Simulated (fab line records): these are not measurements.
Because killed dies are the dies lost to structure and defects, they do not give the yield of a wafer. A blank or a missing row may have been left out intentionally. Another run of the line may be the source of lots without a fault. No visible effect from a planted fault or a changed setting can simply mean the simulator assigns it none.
Which tool did it?	flow sky130	33 wafers from 11 lots sampled at 6 of the route's 708 steps

== WHAT THE GAUGES READ, wafer by wafer ==
SKY_FIELD_ISO_THK_MEAS_02. Usual: FIELD_ISO_OXIDATION_00_THK 11.97 nm, standard deviation 0.24.
lot	measured	on	FIELD_ISO_OXIDATION_00_THK (nm)	flag
L721	day 1 16:38	filmMetro-03	12.16 12.36 12.44	
L723	day 2 03:26	filmMetro-03	11.84 11.62 11.58	
L726	day 2 20:29	filmMetro-03	11.88 11.81 11.68	
L727	day 3 02:10	filmMetro-04	11.75 11.85 12.06	
L730	day 3 13:39	filmMetro-04	11.55 11.96 11.77	
L732	day 4 00:10	filmMetro-03	12.38 12.31 12.15	
L738	day 5 06:39	filmMetro-02	12.11 11.77 12.02	
L739	day 5 11:52	filmMetro-02	12.20 12.12 11.98	
L740	day 5 16:19	filmMetro-04	12.07 12.03 12.19	
L742	day 6 02:45	filmMetro-02	11.73 11.95 11.46	
L743	day 6 06:38	filmMetro-02	11.88 12.11 11.90	

SKY_VT_ADJUST_LVTN_TW_MEAS_21. Usual: VT_ADJUST_LVTN_2_TW 188.8, standard deviation 1.5.
lot	measured	on	VT_ADJUST_LVTN_2_TW	flag
L721	day 8 02:37	filmMetro-01	189.5 190.4 189.3	
L723	day 8 15:07	filmMetro-04	189.3 189.0 190.0	
L726	day 9 11:40	filmMetro-04	190.6 189.5 188.9	
L727	day 9 21:19	filmMetro-01	189.2 189.7 188.2	
L730	day 10 13:16	filmMetro-01	189.8 190.5 190.6	
L732	day 11 03:16	filmMetro-04	188.5 188.8 189.0	
L738	day 13 01:46	filmMetro-03	29.9 29.6 29.8 29.8 29.8 30.0	OFF
L739	day 13 04:08	filmMetro-01	30.3 30.1 30.1 30.3 30.2 30.2	OFF
L740	day 13 07:21	filmMetro-01	30.1 30.0 30.1 30.2 30.1 30.2	OFF
L742	day 14 07:41	filmMetro-03	186.0 186.1 186.4	
L743	day 14 18:45	filmMetro-01	189.1 190.2 188.9	

SKY_SONOS_ONO_OVL_MEAS_14. Usual: SONOS_ONO_OVL -0.5 nm, standard deviation 1.6.
lot	measured	on	SONOS_ONO_OVL (nm)	flag
L721	day 13 03:50	overlay-01	-1.3 -0.5 -1.1	
L723	day 13 22:53	overlay-02	-3.8 -2.1 -3.0	
L726	day 14 23:57	overlay-01	0.1 -0.5 0.6	
L727	day 15 09:32	overlay-02	0.9 -1.1 0.6	
L730	day 16 04:59	overlay-02	-2.0 -0.4 -0.1	
L732	day 16 21:31	overlay-02	-0.5 -0.8 -0.6	
L742	day 20 17:31	overlay-02	1.4 2.1 1.1	
L743	day 21 04:31	overlay-01	-0.6 -0.5 -0.9	

== WHAT TOOL EACH LOT RAN ON (gives the tool, then ch and the chambers of the sampled wafers, and finally the start) ==
lot	SKY_VT_ADJUST_LVTN_STRIP_09	SKY_VT_ADJUST_LVTN_STRIP_20	SKY_VT_ADJUST_NCORE_STRIP_10
L721	plasmaAsher-02 ch 0,1, day 7 06:14	plasmaAsher-02 ch 0,1, day 8 02:30	plasmaAsher-01 ch 1, day 8 23:26
L723	plasmaAsher-03 ch 0,1, day 7 18:29	plasmaAsher-03 ch 0,1, day 8 15:00	plasmaAsher-04 ch 0,1, day 9 12:46
L726	plasmaAsher-03 ch 0,1, day 8 14:07	plasmaAsher-04 ch 0,1, day 9 11:34	plasmaAsher-01 ch 0,1, day 10 09:43
L727	plasmaAsher-03 ch 0,1, day 8 23:36	plasmaAsher-04 ch 0,1, day 9 21:12	plasmaAsher-01 ch 0,1, day 10 20:38
L730	plasmaAsher-02 ch 0,1, day 9 14:57	plasmaAsher-02 ch 0,1, day 10 13:11	plasmaAsher-02 ch 0,1, day 11 13:12
L732	plasmaAsher-03 ch 0,1, day 10 03:46	plasmaAsher-02 ch 0,1, day 11 03:10	plasmaAsher-02 ch 0,1, day 12 04:11
L738	plasmaAsher-04 ch 0,1, day 12 00:42	plasmaAsher-02 ch 0, day 13 01:40	-
L739	plasmaAsher-02 ch 0,1, day 12 03:07	plasmaAsher-02 ch 0,1, day 13 04:02	-
L740	plasmaAsher-03 ch 0,1, day 12 06:19	plasmaAsher-04 ch 0,1, day 13 07:14	-
L742	plasmaAsher-03 ch 0,1, day 13 05:25	plasmaAsher-04 ch 0,1, day 14 07:35	plasmaAsher-02 ch 0,1, day 15 10:55
L743	plasmaAsher-03 ch 0,1, day 13 16:22	plasmaAsher-02 ch 0,1, day 14 18:39	plasmaAsher-02 ch 0,1, day 15 22:10
- SKY_VT_ADJUST_LVTN_STRIP_09: strips in O2/N2.
- SKY_VT_ADJUST_LVTN_STRIP_20: strips in O2/N2.
- SKY_VT_ADJUST_NCORE_STRIP_10: strips in O2/N2.

== AS READ BY THE TOOLS THEMSELVES (means over the sampled wafers that have a number; for cases with no such wafer, the mark the record gives instead) ==
SKY_VT_ADJUST_LVTN_STRIP_09. Usual: chamberPressureMTorr 1500.0 mTorr, standard deviation 1.5; drypumpMotorCurrentA 5.4 A, standard deviation 0.53; n2FlowSccm 299.9 sccm, standard deviation 0.91; oesProductAu 0.723 a.u., standard deviation 0.0047; stripTimeToEndpointS 36.90 s, standard deviation 0.11.
lot	tool	chamberPressureMTorr (mTorr)	drypumpMotorCurrentA (A)	n2FlowSccm (sccm)	oesProductAu (a.u.)	stripTimeToEndpointS (s)	flag
L721	plasmaAsher-02	1500.3	5.3	299.9	0.724	37.00	
L723	plasmaAsher-03	1500.3	5.4	300.0	0.719	36.88	
L726	plasmaAsher-03	1500.1	5.4	300.4	0.723	37.00	
L727	plasmaAsher-03	1499.9	5.4	300.1	0.721	36.67	
L730	plasmaAsher-02	1500.4	5.6	301.2	0.725	36.93	
L732	plasmaAsher-03	1500.9	5.2	299.4	0.721	36.82	
L738	plasmaAsher-04	-	-	-	-	-	OFF
L739	plasmaAsher-02	-	-	-	-	-	OFF
L740	plasmaAsher-03	-	-	-	-	-	OFF
L742	plasmaAsher-03	1500.4	5.2	299.0	0.724	36.91	
L743	plasmaAsher-03	1500.0	5.2	300.9	0.722	37.00	

SKY_VT_ADJUST_LVTN_STRIP_20. Usual: chamberPressureMTorr 1500.1 mTorr, standard deviation 1.4; drypumpMotorCurrentA 5.4 A, standard deviation 0.54; n2FlowSccm 300.1 sccm, standard deviation 1.1; oesProductAu 0.715 a.u., standard deviation 0.0044; stripTimeToEndpointS 14.17 s, standard deviation 0.04.
lot	tool	chamberPressureMTorr (mTorr)	drypumpMotorCurrentA (A)	n2FlowSccm (sccm)	oesProductAu (a.u.)	stripTimeToEndpointS (s)	flag
L721	plasmaAsher-02	1498.9	5.6	300.5	0.713	14.16	
L723	plasmaAsher-03	1499.3	5.2	300.4	0.716	14.20	
L726	plasmaAsher-04	1500.5	5.7	299.8	0.717	14.21	
L727	plasmaAsher-04	1499.8	5.3	300.8	0.714	14.15	
L730	plasmaAsher-02	1498.2	5.3	298.9	0.713	14.17	
L732	plasmaAsher-02	1501.7	5.3	299.9	0.714	14.15	
L738	plasmaAsher-02	1500.7	5.8	301.0	0.732	58.82	OFF
L739	plasmaAsher-02	1501.0	5.3	299.2	0.726	58.54	OFF
L740	plasmaAsher-04	1499.9	5.3	300.3	0.734	58.52	OFF
L742	plasmaAsher-04	1500.5	5.3	299.9	0.716	14.16	
L743	plasmaAsher-02	1498.4	5.6	300.0	0.714	14.17	

SKY_VT_ADJUST_NCORE_STRIP_10. Usual: chamberPressureMTorr 1499.8 mTorr, standard deviation 1.3; drypumpMotorCurrentA 5.5 A, standard deviation 0.54; n2FlowSccm 300.0 sccm, standard deviation 1; oesProductAu 0.715 a.u., standard deviation 0.0044; stripTimeToEndpointS 14.19 s, standard deviation 0.042.
lot	tool	chamberPressureMTorr (mTorr)	drypumpMotorCurrentA (A)	n2FlowSccm (sccm)	oesProductAu (a.u.)	stripTimeToEndpointS (s)	flag
L721	plasmaAsher-01	1499.4	5.6	299.5	0.717	14.25	
L723	plasmaAsher-04	1498.7	5.7	300.3	0.713	14.16	
L726	plasmaAsher-01	1499.8	5.7	301.2	0.721	14.23	
L727	plasmaAsher-01	1500.0	5.6	300.4	0.718	14.16	
L730	plasmaAsher-02	1500.0	5.6	300.1	0.714	14.20	
L732	plasmaAsher-02	1500.1	5.5	299.3	0.715	14.16	
L742	plasmaAsher-02	1499.8	5.6	299.4	0.717	14.17	
L743	plasmaAsher-02	1500.1	5.6	299.9	0.714	14.20	

== THE ANSWER, worked out from the rows above alone ==
Rule: lot off if the mean of its wafers having a number is beyond 3 standard deviations from the usual mean. A lot without any number at a reading at which 4 lots or more have one is off too. Where the step has rows for the other lots, those lots are counted as sound. The gauges are gone through in route order, then the tools' own readings, and for those a lot's mean is taken as printed above. At the first step where some lot is off, the reading lying furthest off is the one used; lots without a number count as furthest.
Off: L738, L739, L740, seen at SKY_VT_ADJUST_LVTN_TW_MEAS_21 (VT_ADJUST_LVTN_2_TW).
A tool fits if, at a process step before that reading, it ran every lot that is off, and no sound lot after the first of them. The gauges at SKY_VT_ADJUST_LVTN_TW_MEAS_21 aren't tried: what is off there is off at SKY_VT_ADJUST_LVTN_STRIP_09 too, on other tools, and a gauge's error can't cause that. Not one of the candidates tried fits.

== WHAT HAD BEEN PUT IN BY THE SIMULATOR ==
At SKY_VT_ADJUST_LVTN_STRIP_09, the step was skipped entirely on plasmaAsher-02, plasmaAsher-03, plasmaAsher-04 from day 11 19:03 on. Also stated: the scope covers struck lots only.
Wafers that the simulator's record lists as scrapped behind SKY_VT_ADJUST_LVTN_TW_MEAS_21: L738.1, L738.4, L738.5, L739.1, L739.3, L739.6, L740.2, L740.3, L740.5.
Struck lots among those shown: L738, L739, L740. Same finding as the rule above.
